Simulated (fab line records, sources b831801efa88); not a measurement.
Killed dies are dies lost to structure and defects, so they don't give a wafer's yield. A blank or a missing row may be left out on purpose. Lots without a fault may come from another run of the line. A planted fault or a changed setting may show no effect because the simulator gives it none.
Which tool did it? | flow sky130 | 10 lots, 30 wafers sampled, at 4 steps of a route of 708

WHAT THE GAUGES READ, wafer by wafer
SKY_VIA4_RS_MEAS_19: measures by four-point-probe.
lot  | measured     | on            | VIA4_W_RS (ohm/sq)
L808 | day 43 11:11 | film_metro-01 | 0.2265 0.2249 0.2279
L812 | day 44 10:16 | film_metro-01 | 0.2290 0.2292 0.1347
L819 | day 45 23:40 | film_metro-02 | 0.2285 0.2289 0.2276
L820 | day 46 10:27 | film_metro-01 | 0.2265 0.2276 0.2292
L821 | day 46 13:05 | film_metro-01 | 0.2291 0.2299 0.2312
L824 | day 47 07:13 | film_metro-02 | 0.2267 0.2239 0.2270
L825 | day 47 12:57 | film_metro-01 | 0.2315 0.2278 0.2302
L828 | day 48 06:44 | film_metro-03 | 0.2269 0.2264 0.2262
L829 | day 48 09:53 | film_metro-03 | 0.2285 0.2303 0.2288
L830 | day 48 16:46 | film_metro-02 | 0.2251 0.2261 0.2224

WHICH TOOL RAN EACH LOT (tool, then ch and the chambers of the sampled wafers, then the start)
lot  | SKY_METAL2_STRIP_20                  | SKY_VIA2_CMP_02               | SKY_VIA4_CVD_18
L808 | plasma_asher-02 ch 0,1, day 35 21:33 | cmp-02 ch 2,3, day 35 22:18   | cvd_w-01 ch 0,1, day 43 11:01
L812 | plasma_asher-02 ch 0,1, day 36 23:16 | cmp-02 ch 2,3, day 37 00:04   | cvd_w-01 ch 0,1, day 44 10:07
L819 | plasma_asher-03 ch 0,1, day 38 15:47 | cmp-02 ch 0,2,3, day 38 16:37 | cvd_w-02 ch 0,1, day 45 23:30
L820 | plasma_asher-02 ch 0,1, day 39 04:47 | cmp-01 ch 1,2,3, day 39 05:37 | cvd_w-02 ch 0,1, day 46 10:17
L821 | plasma_asher-03 ch 0,1, day 39 07:58 | cmp-01 ch 2,3, day 39 08:46   | cvd_w-02 ch 0,1, day 46 12:56
L824 | plasma_asher-01 ch 0,1, day 40 09:19 | cmp-01 ch 0,3, day 40 10:06   | cvd_w-02 ch 0,1, day 47 07:04
L825 | plasma_asher-02 ch 0,1, day 40 13:31 | cmp-02 ch 0,2,3, day 40 14:17 | cvd_w-02 ch 0,1, day 47 12:47
L828 | plasma_asher-01 ch 0,1, day 41 12:56 | cmp-01 ch 1,2,3, day 41 13:46 | cvd_w-02 ch 0,1, day 48 06:35
L829 | plasma_asher-02 ch 0,1, day 41 14:56 | cmp-01 ch 1,2,3, day 41 15:43 | cvd_w-01 ch 0,1, day 48 09:44
L830 | plasma_asher-03 ch 0,1, day 42 01:05 | cmp-01 ch 0,2, day 42 01:55   | cvd_w-02 ch 0, day 48 16:36
- SKY_METAL2_STRIP_20: strips in O2/N2.
- SKY_VIA2_CMP_02: polishes SiO2.
- SKY_VIA4_CVD_18: deposits W, target thk 505 nm, time 152.14 s.

THE ANSWER, worked out from the rows above alone
Rule: what is usual is taken from the lots themselves. Put in order of their means at a reading, lots are off if they are a third of the lots or fewer, leave a main group of 4 or more, and stand apart from it by a gap of 3 or more times the standard deviation of the main group's means; of several such gaps the widest counts. A main group whose means are all the same, to the digits that the tables above print for the reading, isn't used. A lot without any number at a reading at which 4 lots or more have one is off too. The other lots that the step has rows for count as sound.
Off: L812, at SKY_VIA4_RS_MEAS_19 (VIA4_W_RS). The main group: mean 0.2276 ohm/sq, standard deviation 0.0018.
A tool fits if, at a process step before that reading, it ran every lot that is off, and no sound lot after the first of them. The gauges at SKY_VIA4_RS_MEAS_19 are tried like those tools. None of those tried fits.

WHAT THE SIMULATOR HAD PUT IN
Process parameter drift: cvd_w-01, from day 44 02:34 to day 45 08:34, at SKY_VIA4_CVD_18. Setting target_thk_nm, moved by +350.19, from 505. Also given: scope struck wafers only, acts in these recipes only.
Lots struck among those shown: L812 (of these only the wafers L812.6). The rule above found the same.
